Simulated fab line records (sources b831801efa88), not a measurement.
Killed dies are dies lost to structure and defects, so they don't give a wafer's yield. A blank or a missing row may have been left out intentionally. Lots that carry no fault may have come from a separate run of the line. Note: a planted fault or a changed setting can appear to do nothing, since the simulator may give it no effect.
What tool caused it? || flow sky130 || 72 wafers from 24 lots sampled at 5 of the route's 708 steps

== WHAT THE GAUGES SHOWED, per wafer ==
SKY_NWELL_OVL_MEAS_23.
{"lot": "L074", "measured": "day 5 09:16", "on": "overlay-01", "NWELL_01_OVL (nm)": "-0.3 -2.8 -2.3"}
{"lot": "L075", "measured": "day 5 15:43", "on": "overlay-02", "NWELL_01_OVL (nm)": "1.4 1.6 2.3"}
{"lot": "L076", "measured": "day 5 20:08", "on": "overlay-01", "NWELL_01_OVL (nm)": "0.5 1.1 0.8"}
{"lot": "L077", "measured": "day 6 02:35", "on": "overlay-02", "NWELL_01_OVL (nm)": "-0.4 0.5 1.2"}
{"lot": "L078", "measured": "day 6 07:13", "on": "overlay-02", "NWELL_01_OVL (nm)": "0.2 -0.4 0.1"}
{"lot": "L080", "measured": "day 6 20:31", "on": "overlay-01", "NWELL_01_OVL (nm)": "-1.8 -1.1 1.4"}
{"lot": "L079", "measured": "day 6 21:28", "on": "overlay-01", "NWELL_01_OVL (nm)": "0.5 2.0 -0.5"}
{"lot": "L081", "measured": "day 6 23:43", "on": "overlay-02", "NWELL_01_OVL (nm)": "0.3 0.2 0.4"}
{"lot": "L082", "measured": "day 7 07:26", "on": "overlay-01", "NWELL_01_OVL (nm)": "0.4 0.4 1.5"}
{"lot": "L083", "measured": "day 7 17:07", "on": "overlay-01", "NWELL_01_OVL (nm)": "-3.3 -2.0 -2.9"}
{"lot": "L084", "measured": "day 7 22:58", "on": "overlay-02", "NWELL_01_OVL (nm)": "2.8 1.8 1.8"}
{"lot": "L085", "measured": "day 8 08:29", "on": "overlay-02", "NWELL_01_OVL (nm)": "2.2 -0.8 2.9"}
{"lot": "L086", "measured": "day 8 09:19", "on": "overlay-02", "NWELL_01_OVL (nm)": "0.3 1.7 0.7"}
{"lot": "L087", "measured": "day 8 15:41", "on": "overlay-02", "NWELL_01_OVL (nm)": "-0.8 -1.2 -0.9"}
{"lot": "L088", "measured": "day 8 19:19", "on": "overlay-02", "NWELL_01_OVL (nm)": "-2.2 0.2 0.5"}
{"lot": "L089", "measured": "day 9 01:10", "on": "overlay-02", "NWELL_01_OVL (nm)": "0.4 -0.7 -1.8"}
{"lot": "L090", "measured": "day 9 08:13", "on": "overlay-02", "NWELL_01_OVL (nm)": "-2.3 -1.9 -1.7"}
{"lot": "L091", "measured": "day 9 14:04", "on": "overlay-02", "NWELL_01_OVL (nm)": "1.0 0.2 0.2"}
{"lot": "L092", "measured": "day 10 00:38", "on": "overlay-01", "NWELL_01_OVL (nm)": "0.3 -2.1 -2.1"}
{"lot": "L093", "measured": "day 10 04:44", "on": "overlay-02", "NWELL_01_OVL (nm)": "-1.9 -1.3 -0.9"}
{"lot": "L094", "measured": "day 10 07:55", "on": "overlay-01", "NWELL_01_OVL (nm)": "-2.2 -2.7 -1.2"}
{"lot": "L095", "measured": "day 10 12:43", "on": "overlay-01", "NWELL_01_OVL (nm)": "-2.7 -2.3 -2.4"}
{"lot": "L096", "measured": "day 10 18:46", "on": "overlay-02", "NWELL_01_OVL (nm)": "-1.4 -0.2 0.2"}
{"lot": "L097", "measured": "day 11 04:37", "on": "overlay-02", "NWELL_01_OVL (nm)": "2.3 1.8 0.9"}

SKY_LI_CONTACT_BOW_MEAS_03.
{"lot": "L074", "measured": "day 28 13:10", "on": "film-metro-03", "LI_CONTACT_BOW (um)": "63 54 55"}
{"lot": "L075", "measured": "day 28 16:00", "on": "film-metro-04", "LI_CONTACT_BOW (um)": "49 48 52"}
{"lot": "L076", "measured": "day 28 20:16", "on": "film-metro-03", "LI_CONTACT_BOW (um)": "58 62 53"}
{"lot": "L077", "measured": "day 28 23:16", "on": "film-metro-04", "LI_CONTACT_BOW (um)": "52 58 58"}
{"lot": "L078", "measured": "day 29 01:50", "on": "film-metro-01", "LI_CONTACT_BOW (um)": "41 61 61"}
{"lot": "L080", "measured": "day 30 02:01", "on": "film-metro-03", "LI_CONTACT_BOW (um)": "52 62 56"}
{"lot": "L079", "measured": "day 30 03:25", "on": "film-metro-03", "LI_CONTACT_BOW (um)": "53 58 48"}
{"lot": "L081", "measured": "day 30 07:38", "on": "film-metro-03", "LI_CONTACT_BOW (um)": "54 56 56"}
{"lot": "L082", "measured": "day 30 15:29", "on": "film-metro-01", "LI_CONTACT_BOW (um)": "60 64 60"}
{"lot": "L083", "measured": "day 31 02:41", "on": "film-metro-04", "LI_CONTACT_BOW (um)": "55 54 58"}
{"lot": "L084", "measured": "day 31 17:00", "on": "film-metro-03", "LI_CONTACT_BOW (um)": "54 63 56"}
{"lot": "L085", "measured": "day 32 04:17", "on": "film-metro-04", "LI_CONTACT_BOW (um)": "60 52 61"}
{"lot": "L086", "measured": "day 32 07:44", "on": "film-metro-04", "LI_CONTACT_BOW (um)": "56 40 57"}
{"lot": "L087", "measured": "day 32 15:32", "on": "film-metro-04", "LI_CONTACT_BOW (um)": "58 53 53"}
{"lot": "L088", "measured": "day 32 18:42", "on": "film-metro-01", "LI_CONTACT_BOW (um)": "56 56 55"}
{"lot": "L089", "measured": "day 33 00:12", "on": "film-metro-01", "LI_CONTACT_BOW (um)": "65 54 66"}
{"lot": "L090", "measured": "day 33 09:52", "on": "film-metro-01", "LI_CONTACT_BOW (um)": "48 67 64"}
{"lot": "L091", "measured": "day 33 13:46", "on": "film-metro-01", "LI_CONTACT_BOW (um)": "67 61 56"}
{"lot": "L092", "measured": "day 34 04:40", "on": "film-metro-04", "LI_CONTACT_BOW (um)": "53 61 75"}
{"lot": "L093", "measured": "day 34 13:27", "on": "film-metro-01", "LI_CONTACT_BOW (um)": "51 55 46"}
{"lot": "L094", "measured": "day 34 14:42", "on": "film-metro-03", "LI_CONTACT_BOW (um)": "49 56 58"}
{"lot": "L095", "measured": "day 34 21:30", "on": "film-metro-04", "LI_CONTACT_BOW (um)": "55 49 59"}
{"lot": "L096", "measured": "day 35 00:25", "on": "film-metro-04", "LI_CONTACT_BOW (um)": "51 41 44"}
{"lot": "L097", "measured": "day 35 11:27", "on": "film-metro-04", "LI_CONTACT_BOW (um)": "64 62 44"}

SKY_LI_CONTACT_OVL_MEAS_13.
{"lot": "L074", "measured": "day 29 17:26", "on": "overlay-01", "LI_CONTACT_OVL (nm)": "3 0 5"}
{"lot": "L075", "measured": "day 29 20:17", "on": "overlay-02", "LI_CONTACT_OVL (nm)": "-5 -1 0"}
{"lot": "L076", "measured": "day 30 00:30", "on": "overlay-01", "LI_CONTACT_OVL (nm)": "1 -2 0"}
{"lot": "L077", "measured": "day 30 03:21", "on": "overlay-02", "LI_CONTACT_OVL (nm)": "-3 5 0"}
{"lot": "L078", "measured": "day 30 05:39", "on": "overlay-02", "LI_CONTACT_OVL (nm)": "-13 -12 -13"}
{"lot": "L080", "measured": "day 31 05:49", "on": "overlay-01", "LI_CONTACT_OVL (nm)": "-5 -2 -7"}
{"lot": "L079", "measured": "day 31 06:57", "on": "overlay-01", "LI_CONTACT_OVL (nm)": "-2 -1 -1"}
{"lot": "L081", "measured": "day 31 11:21", "on": "overlay-01", "LI_CONTACT_OVL (nm)": "-9 -8 -14"}
{"lot": "L082", "measured": "day 31 18:21", "on": "overlay-02", "LI_CONTACT_OVL (nm)": "-2 -4 2"}
{"lot": "L083", "measured": "day 32 06:44", "on": "overlay-01", "LI_CONTACT_OVL (nm)": "-6 -6 -5"}
{"lot": "L084", "measured": "day 32 19:53", "on": "overlay-02", "LI_CONTACT_OVL (nm)": "7 9 6"}
{"lot": "L085", "measured": "day 33 07:05", "on": "overlay-01", "LI_CONTACT_OVL (nm)": "1 -3 -6"}
{"lot": "L086", "measured": "day 33 10:44", "on": "overlay-01", "LI_CONTACT_OVL (nm)": "8 2 3"}
{"lot": "L087", "measured": "day 33 18:03", "on": "overlay-01", "LI_CONTACT_OVL (nm)": "-12 -6 -7"}
{"lot": "L088", "measured": "day 33 21:53", "on": "overlay-02", "LI_CONTACT_OVL (nm)": "0 3 -2"}
{"lot": "L089", "measured": "day 34 03:06", "on": "overlay-02", "LI_CONTACT_OVL (nm)": "7 -1 -1"}
{"lot": "L090", "measured": "day 34 12:57", "on": "overlay-02", "LI_CONTACT_OVL (nm)": "2 0 2"}
{"lot": "L091", "measured": "day 34 16:44", "on": "overlay-01", "LI_CONTACT_OVL (nm)": "-17 -7 -5"}
{"lot": "L092", "measured": "day 35 06:41", "on": "overlay-02", "LI_CONTACT_OVL (nm)": "4 5 4"}
{"lot": "L093", "measured": "day 35 15:13", "on": "overlay-01", "LI_CONTACT_OVL (nm)": "1 5 1"}
{"lot": "L094", "measured": "day 35 17:11", "on": "overlay-01", "LI_CONTACT_OVL (nm)": "1 -5 0"}
{"lot": "L095", "measured": "day 36 00:04", "on": "overlay-01", "LI_CONTACT_OVL (nm)": "6 5 5"}
{"lot": "L096", "measured": "day 36 02:43", "on": "overlay-01", "LI_CONTACT_OVL (nm)": "4 8 2"}
{"lot": "L097", "measured": "day 36 14:30", "on": "overlay-02", "LI_CONTACT_OVL (nm)": "4 3 4"}

== TOOL THAT RAN EACH LOT (tool first, then ch and the chambers of the sampled wafers, then the start) ==
{"lot": "L074", "SKY_SONOS_ONO_STRIP_17": "plasma-asher-04 ch 0, day 13 06:26", "SKY_SPACER_ETCHBACK_02": "rie-diel-01 ch 1,2, day 23 14:10"}
{"lot": "L075", "SKY_SONOS_ONO_STRIP_17": "plasma-asher-03 ch 0,1, day 13 07:01", "SKY_SPACER_ETCHBACK_02": "rie-diel-03 ch 0,2,3, day 23 17:32"}
{"lot": "L076", "SKY_SONOS_ONO_STRIP_17": "plasma-asher-03 ch 0,1, day 13 10:28", "SKY_SPACER_ETCHBACK_02": "rie-diel-04 ch 0,2,3, day 23 21:58"}
{"lot": "L077", "SKY_SONOS_ONO_STRIP_17": "plasma-asher-04 ch 0, day 13 16:44", "SKY_SPACER_ETCHBACK_02": "rie-diel-04 ch 0,3, day 24 01:13"}
{"lot": "L078", "SKY_SONOS_ONO_STRIP_17": "plasma-asher-03 ch 0,1, day 13 20:11", "SKY_SPACER_ETCHBACK_02": "rie-diel-04 ch 0,1,3, day 24 05:56"}
{"lot": "L080", "SKY_SONOS_ONO_STRIP_17": "plasma-asher-02 ch 0,1, day 14 17:10", "SKY_SPACER_ETCHBACK_02": "rie-diel-01 ch 1,3, day 25 05:38"}
{"lot": "L079", "SKY_SONOS_ONO_STRIP_17": "plasma-asher-04 ch 0,1, day 14 17:25", "SKY_SPACER_ETCHBACK_02": "rie-diel-03 ch 0,2,3, day 25 07:56"}
{"lot": "L081", "SKY_SONOS_ONO_STRIP_17": "plasma-asher-04 ch 0,1, day 14 23:25", "SKY_SPACER_ETCHBACK_02": "rie-diel-03 ch 0,1, day 25 11:54"}
{"lot": "L082", "SKY_SONOS_ONO_STRIP_17": "plasma-asher-03 ch 0,1, day 15 05:55", "SKY_SPACER_ETCHBACK_02": "rie-diel-04 ch 0,2,3, day 25 21:03"}
{"lot": "L083", "SKY_SONOS_ONO_STRIP_17": "plasma-asher-03 ch 0,1, day 15 17:59", "SKY_SPACER_ETCHBACK_02": "rie-diel-03 ch 1,2, day 26 06:31"}
{"lot": "L084", "SKY_SONOS_ONO_STRIP_17": "plasma-asher-02 ch 0,1, day 16 05:26", "SKY_SPACER_ETCHBACK_02": "rie-diel-04 ch 1,2,3, day 26 22:50"}
{"lot": "L085", "SKY_SONOS_ONO_STRIP_17": "plasma-asher-04 ch 0,1, day 16 15:34", "SKY_SPACER_ETCHBACK_02": "rie-diel-04 ch 1,2, day 27 10:05"}
{"lot": "L086", "SKY_SONOS_ONO_STRIP_17": "plasma-asher-04 ch 0,1, day 16 21:28", "SKY_SPACER_ETCHBACK_02": "rie-diel-04 ch 2,3, day 27 13:40"}
{"lot": "L087", "SKY_SONOS_ONO_STRIP_17": "plasma-asher-04 ch 1, day 17 03:50", "SKY_SPACER_ETCHBACK_02": "rie-diel-03 ch 0,1, day 27 23:23"}
{"lot": "L088", "SKY_SONOS_ONO_STRIP_17": "plasma-asher-03 ch 0,1, day 17 08:56", "SKY_SPACER_ETCHBACK_02": "rie-diel-01 ch 0,1,2, day 28 02:01"}
{"lot": "L089", "SKY_SONOS_ONO_STRIP_17": "plasma-asher-03 ch 0,1, day 17 17:37", "SKY_SPACER_ETCHBACK_02": "rie-diel-04 ch 0,1,3, day 28 06:56"}
{"lot": "L090", "SKY_SONOS_ONO_STRIP_17": "plasma-asher-04 ch 0,1, day 18 02:41", "SKY_SPACER_ETCHBACK_02": "rie-diel-03 ch 0,1, day 28 16:19"}
{"lot": "L091", "SKY_SONOS_ONO_STRIP_17": "plasma-asher-03 ch 0,1, day 18 09:02", "SKY_SPACER_ETCHBACK_02": "rie-diel-04 ch 0,2, day 28 22:11"}
{"lot": "L092", "SKY_SONOS_ONO_STRIP_17": "plasma-asher-03 ch 0,1, day 19 02:03", "SKY_SPACER_ETCHBACK_02": "rie-diel-03 ch 2,3, day 29 13:53"}
{"lot": "L093", "SKY_SONOS_ONO_STRIP_17": "plasma-asher-02 ch 0,1, day 19 07:16", "SKY_SPACER_ETCHBACK_02": "rie-diel-03 ch 0,3, day 29 20:58"}
{"lot": "L094", "SKY_SONOS_ONO_STRIP_17": "plasma-asher-04 ch 0,1, day 19 11:46", "SKY_SPACER_ETCHBACK_02": "rie-diel-04 ch 1,2, day 29 23:31"}
{"lot": "L095", "SKY_SONOS_ONO_STRIP_17": "plasma-asher-04 ch 0, day 19 15:37", "SKY_SPACER_ETCHBACK_02": "rie-diel-01 ch 0,1,2, day 30 03:08"}
{"lot": "L096", "SKY_SONOS_ONO_STRIP_17": "plasma-asher-02 ch 1, day 20 03:13", "SKY_SPACER_ETCHBACK_02": "rie-diel-03 ch 1,2,3, day 30 10:38"}
{"lot": "L097", "SKY_SONOS_ONO_STRIP_17": "plasma-asher-04 ch 0,1, day 20 14:41", "SKY_SPACER_ETCHBACK_02": "rie-diel-04 ch 0,1, day 31 00:19"}
- SKY_SONOS_ONO_STRIP_17: strips in O2/N2.
- SKY_SPACER_ETCHBACK_02: etches Si3N4 in CH3F/O2, stops on SiO2, time 46.7 s, target depth 45 nm.

== AS READ BY THE TOOLS THEMSELVES (means over the sampled wafers that have a number; for cases with no such wafer, the mark the record gives instead) ==
SKY_SONOS_ONO_STRIP_17.
{"lot": "L074", "tool": "plasma-asher-04", "drypump-motor-current-A (A)": 5.45, "oes-product-au (a.u.)": 0.710, "strip-time-to-endpoint-s (s)": 14.11}
{"lot": "L075", "tool": "plasma-asher-03", "drypump-motor-current-A (A)": 5.17, "oes-product-au (a.u.)": 0.712, "strip-time-to-endpoint-s (s)": 14.09}
{"lot": "L076", "tool": "plasma-asher-03", "drypump-motor-current-A (A)": 5.23, "oes-product-au (a.u.)": 0.709, "strip-time-to-endpoint-s (s)": 14.14}
{"lot": "L077", "tool": "plasma-asher-04", "drypump-motor-current-A (A)": 5.44, "oes-product-au (a.u.)": 0.708, "strip-time-to-endpoint-s (s)": 14.16}
{"lot": "L078", "tool": "plasma-asher-03", "drypump-motor-current-A (A)": 5.25, "oes-product-au (a.u.)": 0.713, "strip-time-to-endpoint-s (s)": 14.09}
{"lot": "L080", "tool": "plasma-asher-02", "drypump-motor-current-A (A)": 4.84, "oes-product-au (a.u.)": 0.707, "strip-time-to-endpoint-s (s)": 14.11}
{"lot": "L079", "tool": "plasma-asher-04", "drypump-motor-current-A (A)": 5.11, "oes-product-au (a.u.)": 0.708, "strip-time-to-endpoint-s (s)": 14.16}
{"lot": "L081", "tool": "plasma-asher-04", "drypump-motor-current-A (A)": 5.11, "oes-product-au (a.u.)": 0.709, "strip-time-to-endpoint-s (s)": 14.09}
{"lot": "L082", "tool": "plasma-asher-03", "drypump-motor-current-A (A)": 5.24, "oes-product-au (a.u.)": 0.713, "strip-time-to-endpoint-s (s)": 14.02}
{"lot": "L083", "tool": "plasma-asher-03", "drypump-motor-current-A (A)": 5.17, "oes-product-au (a.u.)": 0.709, "strip-time-to-endpoint-s (s)": 14.04}
{"lot": "L084", "tool": "plasma-asher-02", "drypump-motor-current-A (A)": 4.86, "oes-product-au (a.u.)": 0.711, "strip-time-to-endpoint-s (s)": 14.05}
{"lot": "L085", "tool": "plasma-asher-04", "drypump-motor-current-A (A)": 5.28, "oes-product-au (a.u.)": 0.713, "strip-time-to-endpoint-s (s)": 14.14}
{"lot": "L086", "tool": "plasma-asher-04", "drypump-motor-current-A (A)": 5.28, "oes-product-au (a.u.)": 0.707, "strip-time-to-endpoint-s (s)": 14.08}
{"lot": "L087", "tool": "plasma-asher-04", "drypump-motor-current-A (A)": 4.94, "oes-product-au (a.u.)": 0.710, "strip-time-to-endpoint-s (s)": 14.12}
{"lot": "L088", "tool": "plasma-asher-03", "drypump-motor-current-A (A)": 5.26, "oes-product-au (a.u.)": 0.711, "strip-time-to-endpoint-s (s)": 14.14}
{"lot": "L089", "tool": "plasma-asher-03", "drypump-motor-current-A (A)": 5.25, "oes-product-au (a.u.)": 0.713, "strip-time-to-endpoint-s (s)": 14.11}
{"lot": "L090", "tool": "plasma-asher-04", "drypump-motor-current-A (A)": 5.28, "oes-product-au (a.u.)": 0.710, "strip-time-to-endpoint-s (s)": 14.11}
{"lot": "L091", "tool": "plasma-asher-03", "drypump-motor-current-A (A)": 5.15, "oes-product-au (a.u.)": 0.708, "strip-time-to-endpoint-s (s)": 14.06}
{"lot": "L092", "tool": "plasma-asher-03", "drypump-motor-current-A (A)": 5.24, "oes-product-au (a.u.)": 0.709, "strip-time-to-endpoint-s (s)": 14.13}
{"lot": "L093", "tool": "plasma-asher-02", "drypump-motor-current-A (A)": 4.85, "oes-product-au (a.u.)": 0.707, "strip-time-to-endpoint-s (s)": 14.11}
{"lot": "L094", "tool": "plasma-asher-04", "drypump-motor-current-A (A)": 5.12, "oes-product-au (a.u.)": 0.708, "strip-time-to-endpoint-s (s)": 14.09}
{"lot": "L095", "tool": "plasma-asher-04", "drypump-motor-current-A (A)": 5.45, "oes-product-au (a.u.)": 0.711, "strip-time-to-endpoint-s (s)": 14.06}
{"lot": "L096", "tool": "plasma-asher-02", "drypump-motor-current-A (A)": 5.02, "oes-product-au (a.u.)": 0.708, "strip-time-to-endpoint-s (s)": 14.11}
{"lot": "L097", "tool": "plasma-asher-04", "drypump-motor-current-A (A)": 5.29, "oes-product-au (a.u.)": 0.710, "strip-time-to-endpoint-s (s)": 14.16}

SKY_SPACER_ETCHBACK_02.
{"lot": "L074", "tool": "rie-diel-01", "ch3f-flow-sccm (sccm)": 40.00, "drypump-motor-current-A (A)": 4.9, "oes-product-au (a.u.)": 0.858, "throttle-valve-pct (%)": 10.554}
{"lot": "L075", "tool": "rie-diel-03", "ch3f-flow-sccm (sccm)": 39.96, "drypump-motor-current-A (A)": 5.8, "oes-product-au (a.u.)": 0.851, "throttle-valve-pct (%)": 10.576}
{"lot": "L076", "tool": "rie-diel-04", "ch3f-flow-sccm (sccm)": 40.00, "drypump-motor-current-A (A)": 6.0, "oes-product-au (a.u.)": 0.853, "throttle-valve-pct (%)": 10.571}
{"lot": "L077", "tool": "rie-diel-04", "ch3f-flow-sccm (sccm)": 39.93, "drypump-motor-current-A (A)": 5.7, "oes-product-au (a.u.)": 0.861, "throttle-valve-pct (%)": 10.559}
{"lot": "L078", "tool": "rie-diel-04", "ch3f-flow-sccm (sccm)": 40.03, "drypump-motor-current-A (A)": 6.0, "oes-product-au (a.u.)": 0.851, "throttle-valve-pct (%)": 10.564}
{"lot": "L080", "tool": "rie-diel-01", "ch3f-flow-sccm (sccm)": 40.05, "drypump-motor-current-A (A)": 5.1, "oes-product-au (a.u.)": 0.860, "throttle-valve-pct (%)": 10.560}
{"lot": "L079", "tool": "rie-diel-03", "ch3f-flow-sccm (sccm)": 39.86, "drypump-motor-current-A (A)": 5.7, "oes-product-au (a.u.)": 0.850, "throttle-valve-pct (%)": 10.560}
{"lot": "L081", "tool": "rie-diel-03", "ch3f-flow-sccm (sccm)": 40.08, "drypump-motor-current-A (A)": 5.9, "oes-product-au (a.u.)": 0.852, "throttle-valve-pct (%)": 10.553}
{"lot": "L082", "tool": "rie-diel-04", "ch3f-flow-sccm (sccm)": 40.05, "drypump-motor-current-A (A)": 5.9, "oes-product-au (a.u.)": 0.859, "throttle-valve-pct (%)": 10.553}
{"lot": "L083", "tool": "rie-diel-03", "ch3f-flow-sccm (sccm)": 40.04, "drypump-motor-current-A (A)": 5.7, "oes-product-au (a.u.)": 0.855, "throttle-valve-pct (%)": 10.559}
{"lot": "L084", "tool": "rie-diel-04", "ch3f-flow-sccm (sccm)": 39.95, "drypump-motor-current-A (A)": 6.3, "oes-product-au (a.u.)": 0.856, "throttle-valve-pct (%)": 10.565}
{"lot": "L085", "tool": "rie-diel-04", "ch3f-flow-sccm (sccm)": 39.82, "drypump-motor-current-A (A)": 6.3, "oes-product-au (a.u.)": 0.858, "throttle-valve-pct (%)": 10.574}
{"lot": "L086", "tool": "rie-diel-04", "ch3f-flow-sccm (sccm)": 39.99, "drypump-motor-current-A (A)": 6.2, "oes-product-au (a.u.)": 0.852, "throttle-valve-pct (%)": 10.559}
{"lot": "L087", "tool": "rie-diel-03", "ch3f-flow-sccm (sccm)": 40.03, "drypump-motor-current-A (A)": 6.0, "oes-product-au (a.u.)": 0.853, "throttle-valve-pct (%)": 10.560}
{"lot": "L088", "tool": "rie-diel-01", "ch3f-flow-sccm (sccm)": 40.02, "drypump-motor-current-A (A)": 5.5, "oes-product-au (a.u.)": 0.861, "throttle-valve-pct (%)": 10.566}
{"lot": "L089", "tool": "rie-diel-04", "ch3f-flow-sccm (sccm)": 39.94, "drypump-motor-current-A (A)": 6.0, "oes-product-au (a.u.)": 0.854, "throttle-valve-pct (%)": 10.561}
{"lot": "L090", "tool": "rie-diel-03", "ch3f-flow-sccm (sccm)": 40.05, "drypump-motor-current-A (A)": 6.0, "oes-product-au (a.u.)": 0.852, "throttle-valve-pct (%)": 10.563}
{"lot": "L091", "tool": "rie-diel-04", "ch3f-flow-sccm (sccm)": 40.09, "drypump-motor-current-A (A)": 6.0, "oes-product-au (a.u.)": 0.851, "throttle-valve-pct (%)": 10.563}
{"lot": "L092", "tool": "rie-diel-03", "ch3f-flow-sccm (sccm)": 40.06, "drypump-motor-current-A (A)": 5.5, "oes-product-au (a.u.)": 0.862, "throttle-valve-pct (%)": 10.558}
{"lot": "L093", "tool": "rie-diel-03", "ch3f-flow-sccm (sccm)": 40.04, "drypump-motor-current-A (A)": 5.9, "oes-product-au (a.u.)": 0.858, "throttle-valve-pct (%)": 10.561}
{"lot": "L094", "tool": "rie-diel-04", "ch3f-flow-sccm (sccm)": 39.92, "drypump-motor-current-A (A)": 6.3, "oes-product-au (a.u.)": 0.850, "throttle-valve-pct (%)": 10.559}
{"lot": "L095", "tool": "rie-diel-01", "ch3f-flow-sccm (sccm)": 40.05, "drypump-motor-current-A (A)": 5.5, "oes-product-au (a.u.)": 0.853, "throttle-valve-pct (%)": 10.567}
{"lot": "L096", "tool": "rie-diel-03", "ch3f-flow-sccm (sccm)": 40.00, "drypump-motor-current-A (A)": 5.6, "oes-product-au (a.u.)": 0.858, "throttle-valve-pct (%)": 10.557}
{"lot": "L097", "tool": "rie-diel-04", "ch3f-flow-sccm (sccm)": 40.00, "drypump-motor-current-A (A)": 5.8, "oes-product-au (a.u.)": 0.856, "throttle-valve-pct (%)": 10.572}

== THE ANSWER, worked out from the rows above alone ==
Rule: the lots themselves supply what counts as usual. The widest of any qualifying gaps counts: lots, ordered by their means at a reading, are off when they make up no more than a third of the lots, leave a main group of 4 or more, and stand apart from it by 3 or more times the standard deviation of that group's means. A main group is skipped when, at the precision printed for the reading in the tables above, its means are all equal. Also off: a lot with no number at a reading for which 4 or more lots have one. Where the step has rows for the other lots, those lots are counted as sound. The gauges are gone through in route order, then the tools' own readings, and for those a lot's mean is taken as printed above. At the first step where some lot is off, the reading lying furthest off is the one used; lots without a number count as furthest.
Nothing can be told from this: no lot is off at any reading shown.

== WHAT HAD BEEN PUT IN BY THE SIMULATOR ==
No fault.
